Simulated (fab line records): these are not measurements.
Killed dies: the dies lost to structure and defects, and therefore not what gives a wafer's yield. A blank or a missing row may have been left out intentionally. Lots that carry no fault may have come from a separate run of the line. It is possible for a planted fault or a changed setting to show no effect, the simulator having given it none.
One fault seen from 2 desks	flow gf180mcu	each desk holds nothing but its own numbers, with what lay behind them at the end

== THE METROLOGY DESK ==
Lot by lot, what the gauges showed, no matter which tool ran the lot: averages of those sampled wafers that carry a number. Any lot whose mean is over 4 standard deviations away from the usual mean is out of limits and marked OUT; that distance is given in the brackets.
Columns: A = POLY_GATE_CVD_00_THK at GF_POLY_GATE_THK_MEAS_01, usual 200.0 nm; B = cd_nm at GF_POLY_GATE_CD_MEAS_10, usual 280.1 nm; C = POLY_GATE_OVL at GF_POLY_GATE_OVL_MEAS_11, usual 0 nm
lot	first seen here	A	B	C
L870	day 9 18:32	197.2	281.0	-3
L871	day 9 20:13	199.5	279.5	4
L880	day 12 07:11	201.6	277.6	-7
L881	day 12 13:11	197.9	280.1	-2
L883	day 13 02:34	198.6	282.5	2
L890	day 15 05:11	199.4	279.2	-7
This desk found nothing out of limits on any of the 6 lots.

== DESK OF THE TOOL OWNER: rie_si-01 ==
The tool's own readings at GF_POLY_GATE_ETCH_13 (etches poly-Si in HBr/Cl2, stops on SiO2, target depth 198.5 nm, time 69.6 s): means of the sampled wafers that have a number, for each lot that ran on this tool. Any lot whose mean is over 4 standard deviations away from the usual mean is out of limits and marked OUT; that distance is given in the brackets.
Columns: A = chamber_pressure_mTorr at GF_POLY_GATE_ETCH_13, usual 10.000 mTorr; B = drypump_motor_current_A at GF_POLY_GATE_ETCH_13, usual 6.05 A; C = oes_product_au at GF_POLY_GATE_ETCH_13, usual 0.987 a.u.; D = rf_fwd_power_W at GF_POLY_GATE_ETCH_13, usual 396.9 W; E = throttle_valve_pct at GF_POLY_GATE_ETCH_13, usual 33.684 %
lot	first seen here	A	B	C	D	E
L870	day 10 12:16	10.007	6.11	0.973	397.6	33.688
L880	day 13 02:39	10.002	6.17	1.001	461.2 (+46) OUT	33.687
L881	day 13 08:50	10.004	6.19	0.996	461.8 (+46) OUT	33.688
L890	day 16 03:12	9.995	6.19	0.981	395.5	33.675
This desk's finding: out of limits on L880, L881; first on L880, day 13 02:39 (rf_fwd_power_W at GF_POLY_GATE_ETCH_13). In limits: L870, L890.

== ALL TOGETHER ==
The tool owner's desk could have raised an alarm at day 13 02:39, on L880, L881.
From the metrology desk's view, nothing was out of limits.
The metrology desk holds a record of L880, L881, inside its limits.
The lots listed all ran GF_POLY_GATE_ETCH_13 on rie_si-01.

== WHAT THE SIMULATOR HAD PUT IN ==
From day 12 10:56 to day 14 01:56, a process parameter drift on rie_si-01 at GF_POLY_GATE_ETCH_13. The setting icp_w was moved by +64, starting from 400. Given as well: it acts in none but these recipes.
Lots struck among those shown: L880, L881.
Time in hours from fault onset to the first out-of-limits reading at each desk: the tool owner's desk, 16.
